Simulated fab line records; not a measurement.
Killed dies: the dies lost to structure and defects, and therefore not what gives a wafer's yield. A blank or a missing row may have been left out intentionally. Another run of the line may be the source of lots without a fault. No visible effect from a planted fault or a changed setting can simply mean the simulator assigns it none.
fab line records + flow gf180mcu
[record]
- lots = 13
- wafers = 39
- lastDay = 34
route steps=602 shown MVPSD@87 PSD@261 SAB@274
lots that met no fault: taken from a fault-free run of the same line
startH: hours from the record's first day to the start of the lot's first wafer shown + waitH: time in hours since the lot's previous step + " as in the row above + L1.1+2: one row covering several wafers at once + - value missing, or start not given + * or withheld: withheld + < > ~ a bound
route shown NAME@n: names a module that has steps shown in the file, with the first one's number in the route + usual: the fault-free wafers' mean and standard deviation + same: alike in all rows + chamber/n: place in a boat + sites: each site's reading + _std_site: the standard deviation of these + _edge_site: outer sites' mean less inner sites' + radiusMm: how far each site lies from the wafer's centre + mask NAME#n: copy n + behind: the last tool/chamber to shape the wafer + hold: cause of the lot's hold/its duration in hours/its outcome + device: the n, p or np transistor that did not switch + end of line: the tests these same wafers got at the end of their route + where a step has no rows: the recipe by itself + killed: count of dies lost to structure and defects at first sort (not the wafer's yield) + map: a wafer's dies, x killed, . not, _ none there
set.NAME: the setting the step ran with; set.NAME@STEP: the setting that earlier step ran with + model.NAME: the simulator's own value behind a step, which no gauge read
one table for each step of the route and one row for each wafer, over a sample of lots
services: the hour from which a tool's chamber was out of use, counted from the record's first day as startH (under 0 if before that day), plus the number of hours and why
[[steps]]
[step GF_MVPSD_IMPLANT_09]
[recipe]
- species = B
- energyKev = 40
- doseCm2 = 5e+12
- tiltDeg = 0
[usual]
- beamOnS = 10.01/0.21
- doseIonsCm2 = 5e+12/4.5e+09
- faradayCurrentUA = 28.2/0.6
| lot.wafer | tool         | chamber | startH | waitH | beamOnS | doseIonsCm2 | faradayCurrentUA |
|-----------|--------------|---------|--------|-------|---------|-------------|------------------|
| L362.2    | implanter-01 | 0       | 100.18 | 0.1   | 9.80    | 5.004e+12   | 28.8             |
| L362.3    | "            | 0       | "      | "     | 9.81    | 4.996e+12   | 28.9             |
| L362.5    | "            | 0       | "      | "     | 10.06   | 5.004e+12   | 28.0             |
| L363.2    | implanter-01 | 0       | 106.94 | 0.1   | 9.73    | 5.005e+12   | 29.0             |
| L363.4    | "            | 0       | "      | "     | 9.84    | 4.994e+12   | 28.7             |
| L363.6    | "            | 0       | "      | "     | 10.01   | 5.004e+12   | 28.3             |
| L364.2    | implanter-03 | 0       | 113.93 | 0.1   | 10.01   | 4.998e+12   | 28.1             |
| L364.3    | "            | 0       | "      | "     | 10.61   | 5.007e+12   | 26.6             |
| L364.5    | "            | 0       | "      | "     | 10.08   | 5.005e+12   | 27.9             |
| L365.2    | implanter-02 | 0       | 120.94 | 0.1   | 10.29   | 4.992e+12   | 27.3             |
| L365.5    | "            | 0       | "      | "     | 9.99    | 4.999e+12   | 28.3             |
| L365.6    | "            | 0       | "      | "     | 10.38   | 4.999e+12   | 27.2             |
| L371.2    | implanter-03 | 0       | 154.51 | 0.1   | 10.03   | 5.003e+12   | 28.1             |
| L371.4    | "            | 0       | "      | "     | 10.34   | 4.998e+12   | 27.1             |
| L371.6    | "            | 0       | "      | "     | 10.13   | 5e+12       | 27.9             |
| L372.2    | implanter-01 | 0       | 162.28 | 0.1   | 10.34   | 4.997e+12   | 27.2             |
| L372.4    | "            | 0       | "      | "     | 9.91    | 4.994e+12   | 28.4             |
| L372.5    | "            | 0       | "      | "     | 9.83    | 5e+12       | 28.5             |
| L373.2    | implanter-03 | 0       | 167.01 | 0.1   | 10.15   | 7.008e+12   | 39.1             |
| L373.5    | "            | 0       | "      | "     | 9.70    | 7.011e+12   | 40.7             |
| L373.6    | "            | 0       | "      | "     | 9.76    | 7.004e+12   | 40.5             |
| L374.2    | implanter-03 | 0       | 171.51 | 0.1   | 10.05   | 7.02e+12    | 39.5             |
| L374.4    | "            | 0       | "      | "     | 9.68    | 7.015e+12   | 40.9             |
| L374.5    | "            | 0       | "      | "     | 9.92    | 7.022e+12   | 39.9             |
| L377.1    | implanter-02 | 0       | 190.89 | 0.1   | 10.04   | 4.996e+12   | 28.1             |
| L377.2    | "            | 0       | "      | "     | 10.04   | 4.993e+12   | 28.1             |
| L377.3    | "            | 0       | "      | "     | 9.85    | 4.996e+12   | 28.7             |
| L378.2    | implanter-02 | 0       | 198.84 | 0.1   | 10.00   | 4.994e+12   | 28.3             |
| L378.3    | "            | 0       | "      | "     | 10.07   | 4.996e+12   | 27.9             |
| L378.5    | "            | 0       | "      | "     | 9.70    | 5.002e+12   | 29.1             |
| L382.1    | implanter-01 | 0       | 220.61 | 0.1   | 10.10   | 5.001e+12   | 28.0             |
| L382.3    | "            | 0       | "      | "     | 9.85    | 5.004e+12   | 28.6             |
| L382.6    | "            | 0       | "      | "     | 10.06   | 5.004e+12   | 27.9             |
| L383.1    | implanter-02 | 0       | 227.74 | 0.1   | 10.17   | 5.001e+12   | 27.9             |
| L383.3    | "            | 0       | "      | "     | 9.68    | 5.001e+12   | 29.0             |
| L383.6    | "            | 0       | "      | "     | 9.70    | 4.999e+12   | 29.1             |
| L384.1    | implanter-02 | 0       | 233.39 | 0.1   | 9.79    | 4.998e+12   | 28.9             |
| L384.4    | "            | 0       | "      | "     | 10.05   | 5e+12       | 27.9             |
| L384.6    | "            | 0       | "      | "     | 9.79    | 4.996e+12   | 28.8             |
[step GF_VT_IMPLANT_RS_MEAS_49]
[recipe]
- thkMeasGauge = four-point-probe
[usual]
- MVPSD_RS = 1169.2/2.6
| lot.wafer | tool         | chamber | startH | waitH | MVPSD_RS[ohm/sq] |
|-----------|--------------|---------|--------|-------|------------------|
| L362.2    | filmMetro-01 | -       | 159.76 | 0.1   | 1164.5           |
| L362.3    | "            | -       | "      | "     | 1164.8           |
| L362.5    | "            | -       | "      | "     | 1166.4           |
| L363.2    | filmMetro-02 | -       | 169.05 | 0.1   | 1171.3           |
| L363.4    | "            | -       | "      | "     | 1172.1           |
| L363.6    | "            | -       | "      | "     | 1171.5           |
| L364.2    | filmMetro-04 | -       | 175.23 | 0.1   | 1166.3           |
| L364.3    | "            | -       | "      | "     | 1165.9           |
| L364.5    | "            | -       | "      | "     | 1165.4           |
| L365.2    | filmMetro-01 | -       | 184.26 | 0.1   | 1171.4           |
| L365.5    | "            | -       | "      | "     | 1171.8           |
| L365.6    | "            | -       | "      | "     | 1171.8           |
| L371.2    | filmMetro-02 | -       | 221.94 | 0.1   | 1169.9           |
| L371.4    | "            | -       | "      | "     | 1170.0           |
| L371.6    | "            | -       | "      | "     | 1167.2           |
| L372.2    | filmMetro-01 | -       | 230.36 | 0.1   | 1171.7           |
| L372.4    | "            | -       | "      | "     | 1169.4           |
| L372.5    | "            | -       | "      | "     | 1170.9           |
| L373.2    | filmMetro-01 | -       | 236.40 | 0.1   | 1096.2           |
| L373.5    | "            | -       | "      | "     | 1093.3           |
| L373.6    | "            | -       | "      | "     | 1094.7           |
| L374.2    | filmMetro-02 | -       | 240.61 | 0.1   | 1089.3           |
| L374.4    | "            | -       | "      | "     | 1092.6           |
| L374.5    | "            | -       | "      | "     | 1092.2           |
| L377.1    | filmMetro-02 | -       | 264.69 | 0.1   | 1171.5           |
| L377.2    | "            | -       | "      | "     | 1170.5           |
| L377.3    | "            | -       | "      | "     | 1171.1           |
| L378.2    | filmMetro-01 | -       | 273.63 | 0.1   | 1168.9           |
| L378.3    | "            | -       | "      | "     | 1170.8           |
| L378.5    | "            | -       | "      | "     | 1168.3           |
| L382.1    | filmMetro-01 | -       | 297.01 | 0.1   | 1168.2           |
| L382.3    | "            | -       | "      | "     | 1166.7           |
| L382.6    | "            | -       | "      | "     | 1167.8           |
| L383.1    | filmMetro-01 | -       | 305.59 | 0.1   | 1169.2           |
| L383.3    | "            | -       | "      | "     | 1168.4           |
| L383.6    | "            | -       | "      | "     | 1168.7           |
| L384.1    | filmMetro-04 | -       | 310.58 | 0.1   | 1167.1           |
| L384.4    | "            | -       | "      | "     | 1168.8           |
| L384.6    | "            | -       | "      | "     | 1169.1           |
[step GF_PSD_RTA_13]
[recipe]
- tempC = 1025
- timeS = 20
- ambient = N2
[usual]
- lampPowerPct = 36/3
- wafer_temp_C_max = 1028.6/1.4
| lot.wafer | tool         | chamber | startH | waitH | lampPowerPct | wafer_temp_C_max |
|-----------|--------------|---------|--------|-------|--------------|------------------|
| L362.2    | rtpAnneal-02 | 0       | 319.18 | 0.0   | 39           | 1028.1           |
| L362.3    | "            | 0       | "      | "     | 39           | 1029.2           |
| L362.5    | "            | 0       | "      | "     | 39           | 1027.7           |
| L363.2    | rtpAnneal-01 | 0       | 331.13 | 0.0   | 33           | 1031.0           |
| L363.4    | "            | 0       | "      | "     | 33           | 1028.8           |
| L363.6    | "            | 0       | "      | "     | 33           | 1030.1           |
| L364.2    | rtpAnneal-02 | 0       | 336.35 | 0.0   | 39           | 1027.1           |
| L364.3    | "            | 0       | "      | "     | 39           | 1027.7           |
| L364.5    | "            | 0       | "      | "     | 39           | 1027.2           |
| L365.2    | rtpAnneal-01 | 0       | 350.33 | 0.0   | 33           | 1030.7           |
| L365.5    | "            | 0       | "      | "     | 33           | 1031.3           |
| L365.6    | "            | 0       | "      | "     | 33           | 1029.5           |
| L371.2    | rtpAnneal-02 | 0       | 398.75 | 0.0   | 39           | 1027.3           |
| L371.4    | "            | 0       | "      | "     | 39           | 1028.4           |
| L371.6    | "            | 0       | "      | "     | 39           | 1027.7           |
| L372.2    | rtpAnneal-02 | 0       | 413.78 | 0.0   | 39           | 1027.3           |
| L372.4    | "            | 0       | "      | "     | 39           | 1027.1           |
| L372.5    | "            | 0       | "      | "     | 39           | 1027.6           |
| L373.2    | rtpAnneal-02 | 0       | 417.08 | 0.0   | 39           | 1027.6           |
| L373.5    | "            | 0       | "      | "     | 39           | 1027.8           |
| L373.6    | "            | 0       | "      | "     | 39           | 1027.7           |
| L374.2    | rtpAnneal-02 | 0       | 423.03 | 0.0   | 39           | 1027.4           |
| L374.4    | "            | 0       | "      | "     | 39           | 1027.6           |
| L374.5    | "            | 0       | "      | "     | 39           | 1027.6           |
| L377.1    | rtpAnneal-02 | 0       | 453.38 | 0.0   | 39           | 1027.9           |
| L377.2    | "            | 0       | "      | "     | 39           | 1026.8           |
| L377.3    | "            | 0       | "      | "     | 39           | 1027.1           |
| L378.2    | rtpAnneal-01 | 0       | 469.16 | 0.0   | 33           | 1032.9           |
| L378.3    | "            | 0       | "      | "     | 33           | 1029.3           |
| L378.5    | "            | 0       | "      | "     | 33           | 1029.9           |
| L382.1    | rtpAnneal-01 | 0       | 491.22 | 0.0   | 33           | 1028.5           |
| L382.3    | "            | 0       | "      | "     | 33           | 1029.5           |
| L382.6    | "            | 0       | "      | "     | 33           | 1030.3           |
| L383.1    | rtpAnneal-01 | 0       | 500.22 | 0.0   | 33           | 1031.2           |
| L383.3    | "            | 0       | "      | "     | 33           | 1029.5           |
| L383.6    | "            | 0       | "      | "     | 33           | 1030.3           |
| L384.1    | rtpAnneal-01 | 0       | 507.73 | 0.0   | 33           | 1029.9           |
| L384.4    | "            | 0       | "      | "     | 32           | 1029.0           |
| L384.6    | "            | 0       | "      | "     | 33           | 1030.3           |
[step GF_SAB_OVL_MEAS_10]
[usual]
- SAB_OVL = 0.6/1.3
| lot.wafer | tool       | chamber | startH | waitH | SAB_OVL[nm] |
|-----------|------------|---------|--------|-------|-------------|
| L362.2    | overlay-02 | -       | 341.20 | 0.1   | 0.9         |
| L362.3    | "          | -       | "      | "     | -0.9        |
| L362.5    | "          | -       | "      | "     | 0.7         |
| L363.2    | overlay-01 | -       | 352.33 | 0.1   | -2.6        |
| L363.4    | "          | -       | "      | "     | -1.9        |
| L363.6    | "          | -       | "      | "     | -1.2        |
| L364.2    | overlay-01 | -       | 358.27 | 0.1   | 1.7         |
| L364.3    | "          | -       | "      | "     | 3.7         |
| L364.5    | "          | -       | "      | "     | 3.0         |
| L365.2    | overlay-02 | -       | 372.58 | 0.1   | 4.3         |
| L365.5    | "          | -       | "      | "     | 3.7         |
| L365.6    | "          | -       | "      | "     | 2.4         |
| L371.2    | overlay-02 | -       | 423.10 | 0.1   | 2.0         |
| L371.4    | "          | -       | "      | "     | 1.0         |
| L371.6    | "          | -       | "      | "     | -0.5        |
| L372.2    | overlay-02 | -       | 438.03 | 0.1   | 1.6         |
| L372.4    | "          | -       | "      | "     | -0.1        |
| L372.5    | "          | -       | "      | "     | 1.4         |
| L373.2    | overlay-01 | -       | 441.38 | 0.1   | 0.6         |
| L373.5    | "          | -       | "      | "     | -0.1        |
| L373.6    | "          | -       | "      | "     | 0.8         |
| L374.2    | overlay-01 | -       | 447.23 | 0.1   | 0.4         |
| L374.4    | "          | -       | "      | "     | 1.9         |
| L374.5    | "          | -       | "      | "     | 2.1         |
| L377.1    | overlay-01 | -       | 477.94 | 0.1   | 1.0         |
| L377.2    | "          | -       | "      | "     | 1.1         |
| L377.3    | "          | -       | "      | "     | 0.9         |
| L378.2    | overlay-02 | -       | 492.87 | 0.1   | 0.4         |
| L378.3    | "          | -       | "      | "     | 0.8         |
| L378.5    | "          | -       | "      | "     | 2.2         |
| L382.1    | overlay-02 | -       | 515.12 | 0.1   | 0.0         |
| L382.3    | "          | -       | "      | "     | 2.6         |
| L382.6    | "          | -       | "      | "     | 2.3         |
| L383.1    | overlay-01 | -       | 523.41 | 0.1   | 2.0         |
| L383.3    | "          | -       | "      | "     | 1.5         |
| L383.6    | "          | -       | "      | "     | 1.0         |
| L384.1    | overlay-02 | -       | 530.91 | 0.1   | -1.0        |
| L384.4    | "          | -       | "      | "     | 0.8         |
| L384.6    | "          | -       | "      | "     | 1.3         |
[step GF_SAB_ETCH_11]
[recipe]
- chemistry = C4F8/O2/Ar
- maskMaterial = NOVOLAK
- target = SiO2
- targetDepthNm = 55
- sourceW = 1500
- biasW = 1200
- pressureMtorr = 40
- c4f8FlowSccm = withheld
- O2_flow_sccm = 6
- Ar_flow_sccm = 300
- timeS = 8.5
[usual]
- oesProductAu = 0.992/0.013
| lot.wafer | tool       | chamber | startH | waitH | oesProductAu | rfHoursCounterH |
|-----------|------------|---------|--------|-------|--------------|-----------------|
| L362.2    | rieDiel-02 | 2       | 341.23 | 0.0   | 0.996        | 4               |
| L362.3    | "          | 1       | "      | "     | 0.988        | 8               |
| L362.5    | "          | 0       | "      | "     | 0.988        | -               |
| L363.2    | rieDiel-04 | 1       | 352.36 | 0.0   | 1.016        | 3               |
| L363.4    | "          | 0       | "      | "     | 0.999        | -               |
| L363.6    | "          | 3       | "      | "     | 1.004        | -               |
| L364.2    | rieDiel-01 | 3       | 358.30 | 0.0   | 1.009        | 8               |
| L364.3    | "          | 0       | "      | "     | 0.995        | 8               |
| L364.5    | "          | 3       | "      | "     | 1.000        | -               |
| L365.2    | rieDiel-02 | 3       | 372.61 | 0.0   | 0.982        | 18              |
| L365.5    | "          | 1       | "      | "     | 0.995        | -               |
| L365.6    | "          | 0       | "      | "     | 0.993        | -               |
| L371.2    | rieDiel-02 | 3       | 423.13 | 0.0   | 0.982        | 19              |
| L371.4    | "          | 3       | "      | "     | 0.986        | -               |
| L371.6    | "          | 0       | "      | "     | 0.988        | -               |
| L372.2    | rieDiel-04 | 1       | 438.06 | 0.0   | 0.999        | 6               |
| L372.4    | "          | 0       | "      | "     | 0.983        | 91              |
| L372.5    | "          | 0       | "      | "     | 0.995        | -               |
| L373.2    | rieDiel-04 | 0       | 441.41 | 0.0   | 0.996        | 92              |
| L373.5    | "          | 0       | "      | "     | 0.992        | -               |
| L373.6    | "          | 1       | "      | "     | 1.023        | -               |
| L374.2    | rieDiel-01 | 0       | 447.26 | 0.0   | 0.984        | 10              |
| L374.4    | "          | 2       | "      | "     | 1.006        | 3               |
| L374.5    | "          | 3       | "      | "     | 1.007        | -               |
| L377.1    | rieDiel-02 | 0       | 477.98 | 0.0   | 0.984        | 77              |
| L377.2    | "          | 3       | "      | "     | 0.972        | 21              |
| L377.3    | "          | 1       | "      | "     | 0.976        | 12              |
| L378.2    | rieDiel-01 | 1       | 492.90 | 0.0   | 0.980        | 4               |
| L378.3    | "          | 1       | "      | "     | 0.973        | -               |
| L378.5    | "          | 3       | "      | "     | 0.989        | -               |
| L382.1    | rieDiel-01 | 2       | 515.16 | 0.0   | 0.990        | 4               |
| L382.3    | "          | 1       | "      | "     | 0.979        | 5               |
| L382.6    | "          | 1       | "      | "     | 0.984        | -               |
| L383.1    | rieDiel-01 | 0       | 523.44 | 0.0   | 0.977        | 12              |
| L383.3    | "          | 1       | "      | "     | 0.999        | 5               |
| L383.6    | "          | 0       | "      | "     | 0.977        | -               |
| L384.1    | rieDiel-01 | 0       | 530.95 | 0.0   | 0.973        | 12              |
| L384.4    | "          | 2       | "      | "     | 0.988        | 4               |
| L384.6    | "          | 0       | "      | "     | 0.968        | -               |
[[services]]
| tool         | chamber | startH | hours | kind   |
|--------------|---------|--------|-------|--------|
| rieDiel-01   | -       | 98.48  | 14.6  | pm     |
| rtpAnneal-02 | -       | 109.90 | 1.3   | pm     |
| implanter-01 | -       | 118.87 | 2.0   | repair |
| implanter-03 | -       | 125.36 | 5.2   | repair |
| implanter-01 | -       | 144.45 | 3.2   | pm     |
| rieDiel-02   | 3       | 151.49 | 9.0   | repair |
| rieDiel-02   | 1       | 170.66 | 7.7   | repair |
| rieDiel-02   | 0       | 170.73 | 3.8   | repair |
| implanter-01 | -       | 171.53 | 31.6  | repair |
| rieDiel-01   | 2       | 225.08 | 23.5  | repair |
| implanter-02 | -       | 291.25 | 5.2   | repair |
| rieDiel-01   | -       | 343.32 | 5.2   | repair |
| rieDiel-01   | 3       | 344.63 | 8.2   | repair |
| rieDiel-01   | 0       | 352.03 | 6.1   | repair |
| rieDiel-01   | 3       | 379.40 | 4.3   | repair |
| implanter-02 | -       | 382.27 | 2.5   | repair |
| implanter-02 | -       | 413.83 | 6.5   | repair |
| rieDiel-01   | 1       | 418.27 | 3.1   | repair |
| implanter-02 | -       | 429.87 | 2.2   | repair |
| rieDiel-01   | 1       | 458.15 | 5.1   | repair |
| rieDiel-01   | 2       | 480.80 | 22.5  | repair |
| implanter-02 | -       | 481.40 | 5.1   | pm     |
| rieDiel-01   | 0       | 481.53 | 14.6  | repair |
| rtpAnneal-01 | -       | 523.32 | 3.0   | pm     |
[[key]]
[firstSign]
- step = GF_MVPSD_IMPLANT_09
- reading = doseIonsCm2
- direction = up
- sigmas = 99+
- usual = 5e+12
- struck = 7.013e+12
[effect]
- step = GF_MVPSD_IMPLANT_09
- reading = faradayCurrentUA
- direction = up
- sigmas = 20
- usual = 28.2
- struck = 40.1
[effect]
- step = GF_VT_IMPLANT_RS_MEAS_49
- reading = MVPSD_RS
- direction = down
- sigmas = 30
- usual = 1169.2
- struck = 1093.1
metAt GF_MVPSD_IMPLANT_09
struckLots L373,L374
testerLeftOut L373,L374
notActingAt GF_PSD_RTA_13,GF_SAB_OVL_MEAS_10,GF_SAB_ETCH_11
onsetBetween 154.51 167.01
[fault]
- kind = processParameterDrift
- tool = implanter-03
- chamber = -
- onsetH = 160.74
- steps = GF_MVPSD_IMPLANT_09
- channel = doseCm2
- offset = 2.0117e+12
- shape = step
- endH = 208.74
- actsIn = theseRecipesOnly
- stated = 5e+12
// testerLeftOut: of these lots the tester's yield and bins aren't shown, on N5 and GAA mostly nor the transistor test; their killed dies are dies lost to structure and defects alone, not to doping, threshold or leakage, so they don't give the yield
